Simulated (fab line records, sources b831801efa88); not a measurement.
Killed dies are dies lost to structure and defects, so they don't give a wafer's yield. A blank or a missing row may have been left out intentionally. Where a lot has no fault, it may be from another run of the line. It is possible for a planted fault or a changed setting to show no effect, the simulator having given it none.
Which of the tools did it? -- flow gf180mcu -- 11 lots (33 wafers sampled), 1 step of a 602-step route

== WHAT THE GAUGES READ, wafer by wafer ==
GF_M4_OVL_MEAS_15.
lot,measured,on,M4_OVL (nm)
L196,day 24 16:57,overlay-02,1 0 6
L198,day 25 14:07,overlay-01,0 10 8
L203,day 26 18:39,overlay-02,4 0 6
L204,day 27 06:27,overlay-02,12 3 4
L205,day 27 08:46,overlay-02,-5 6 0
L206,day 28 01:57,overlay-02,-1 -7 2
L211,day 29 01:49,overlay-02,2 -3 2
L212,day 29 15:05,overlay-02,10 10 -2
L214,day 29 17:39,overlay-01,1 3 -5
L215,day 30 02:13,overlay-01,8 1 6
L216,day 30 03:49,overlay-02,0 0 -1

== WHAT TOOL EACH LOT RAN ON (gives the tool, then ch and the chambers of the sampled wafers, and finally the start) ==
No process step before these readings appears in the record.

== THE ANSWER, worked out from the rows above alone ==
Rule: usual is defined by the lots themselves. Put in order of their means at a reading, lots are off if they are a third of the lots or fewer, leave a main group of 4 or more, and stand apart from it by a gap of 3 or more times the standard deviation of the main group's means; of several such gaps the widest counts. The tables above print the reading to a certain number of digits; a main group whose means all agree to those digits is not used. Also off: a lot with no number at a reading for which 4 or more lots have one. All remaining lots with rows at the step are treated as sound.
No lot is off on any of the readings shown, so nothing can be concluded from this.

== WHAT THE SIMULATOR PUT IN ==
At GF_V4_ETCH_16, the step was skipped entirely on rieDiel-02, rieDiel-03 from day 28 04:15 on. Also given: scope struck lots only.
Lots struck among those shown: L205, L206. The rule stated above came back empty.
